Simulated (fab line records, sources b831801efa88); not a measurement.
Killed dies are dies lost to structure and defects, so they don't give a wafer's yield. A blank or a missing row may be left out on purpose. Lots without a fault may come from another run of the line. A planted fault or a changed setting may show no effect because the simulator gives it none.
A struck lot beside a sound one | flow sky130 | 19 steps out of a route of 708
Sound: wafers L295.1, L295.4, L295.5. Struck: wafer L307.5. (L307.3, L307.6 of the same lot were not struck and are left out.) The cause comes at the end.
At each step with rows: each side's tool, then ch and its chambers, then its first start. Under that, the readings that differ: sound wafers | struck wafers | difference of the means | sigmas: that difference in standard deviations of wafers without a fault.
alike: readings whose means differ by less than 2 such deviations, and words and numbers that are the same on both sides. not compared: withheld readings, readings that some wafer has no value for, bounds like >300 that may hide the same value, and numbers for which the record gives no deviation and whose values overlap.
The two part at a step that has a row with sigmas, a row that says differs or no value, or rows on one side only. Numbers that don't overlap but have no deviation are shown without sigmas and don't part them. A reading that every wafer of one side lacks parts them only if that side has two wafers or more.

SKY_VIA1_ETCH_15: etches SiO2 in C4F8/O2/Ar, stops on TiN, target depth 351 nm, time 54 s.
  sound on rie_diel-01 ch 0,2,3, day 34 09:20; struck on rie_diel-01 ch 3, day 38 05:55
  alike: bias_w, oes_product_au
  not compared: rf_hours_counter_h
SKY_VIA1_STRIP_16: strips in O2/N2.
  sound on plasma_asher-04 ch 0,1, day 34 09:23; struck on plasma_asher-04 ch 0, day 38 05:59
  alike: drypump_motor_current_A, n2_flow_sccm, oes_product_au, strip_time_to_endpoint_s
  not compared: rf_hours_counter_h
then, 4 steps without rows for these wafers: SKY_VIA1_STRIP_17 (strips in post etch residue remover, time 1200 s); SKY_VIA1_CLEAN_18 (cleans in IPA, time 180 s); SKY_VIA1_CLEAN_19 (cleans in O3/DIW); SKY_VIA1_SPUTTER_20 (material TiN, target thk 20 nm, time 80 s).
SKY_VIA1_CVD_21: deposits W, target thk 270 nm, time 80.902 s.
  sound on cvd_w-02 ch 0,1, day 34 10:27; struck on cvd_w-02 ch 0, day 38 06:40
  alike: heater_power_w
SKY_VIA1_RS_MEAS_22: measures by four-point-probe.
  sound on film_metro-01, day 34 10:32; struck on film_metro-04, day 38 06:47
  alike: VIA1_W_RS
SKY_VIA1_THK_MEAS_23: measures by xrf.
  sound on film_metro-01, day 34 10:40; struck on film_metro-04, day 38 06:53
  alike: VIA1_W_THK
then, 1 step without rows for these wafers: SKY_VIA1_CMP_24 (polishes, stops on SiO2, t overpolish 15 s, target thk 0 nm).
SKY_METAL2_SPUTTER_00: material Ti, target thk 15 nm, time 10 s.
  sound on pvd_sputter-01, day 34 11:01; struck on pvd_sputter-04, day 38 07:13
  reading                | sound          | struck | difference | sigmas
  throttle_valve_pct (%) | 30.0 29.9 29.4 | 32.3   | +2.5       | +3
SKY_METAL2_SPUTTER_01: material TiN, target thk 20 nm, time 16.7 s.
  sound on pvd_sputter-01, day 34 11:02; struck on pvd_sputter-04, day 38 07:14
  reading                | sound          | struck | difference | sigmas
  throttle_valve_pct (%) | 29.5 30.2 29.6 | 32.1   | +2.3       | +2
SKY_METAL2_SPUTTER_02: material AlCu, target thk 250 nm, time 13.3 s.
  sound on pvd_sputter-01, day 34 11:04; struck on pvd_sputter-04, day 38 07:16
  reading                                     | sound             | struck | difference | sigmas
  throttle_valve_pct (%)                      | 29.7 30.1 29.7    | 32.2   | +2.4       | +2
  model.AlCu_of_METAL2_SPUTTER_02.thk_nm (nm) | 248.1 248.2 247.5 | 229.8  | -18.1      |
then, 2 steps without rows for these wafers: SKY_METAL2_SPUTTER_03 (material Ti, target thk 5 nm, time 3.3 s); SKY_METAL2_SPUTTER_04 (material TiN, target thk 70 nm, time 58.3 s).
SKY_METAL2_RS_MEAS_05: measures by four-point-probe.
  sound on film_metro-04, day 34 11:10; struck on film_metro-03, day 38 07:24
  reading                 | sound                | struck | difference | sigmas
  METAL2_ALCU_RS (ohm/sq) | 0.1275 0.1280 0.1283 | 0.1384 | +0.0105    | +7
SKY_METAL2_THK_MEAS_06: measures by xrf.
  sound on film_metro-04, day 34 11:17; struck on film_metro-03, day 38 07:30
  reading              | sound       | struck | difference | sigmas
  METAL2_ALCU_THK (nm) | 250 249 250 | 235    | -15        | -4
then, 1 step without rows for these wafers: SKY_METAL2_DEHYDRATE_07 (time 60 s).
-- the record jumps here: 11 days lie between the struck wafers' starts before and after (it left off in module METAL2 and takes up again in module PAD_OPEN, whose first step shown is number 708 of the route) --
SKY_PAD_OPEN_PROBE_99:
  sound on prober-01, day 46 03:47; struck on prober-02, day 49 04:47
  reading                      | sound                | struck | difference | sigmas
  model.etest.met2.line_ohm_um | 0.9352 0.9603 0.9379 | 1.014  | +0.070     |
  model.etest.met2.rs_ohm_sq   | 0.1282 0.1283 0.1301 | 0.1402 | +0.0113    |
  alike: defect_limited_yield, killed_at_M0_to_M3, killed_at_M4_up, killed_at_contacts, killed_at_front_end, killed_at_other, killed_dies, killed_open, killed_short, sort_bin_3_pad_short, sort_bin_5_function, sort_bin_6_memory, sort_n_pass, sort_yield_pct

WHERE THEY PART
First at SKY_METAL2_SPUTTER_00; last, within this record, at SKY_METAL2_THK_MEAS_06. Later steps at which nothing parts them and some readings are alike: SKY_PAD_OPEN_PROBE_99.

WHY: what the simulator had put in
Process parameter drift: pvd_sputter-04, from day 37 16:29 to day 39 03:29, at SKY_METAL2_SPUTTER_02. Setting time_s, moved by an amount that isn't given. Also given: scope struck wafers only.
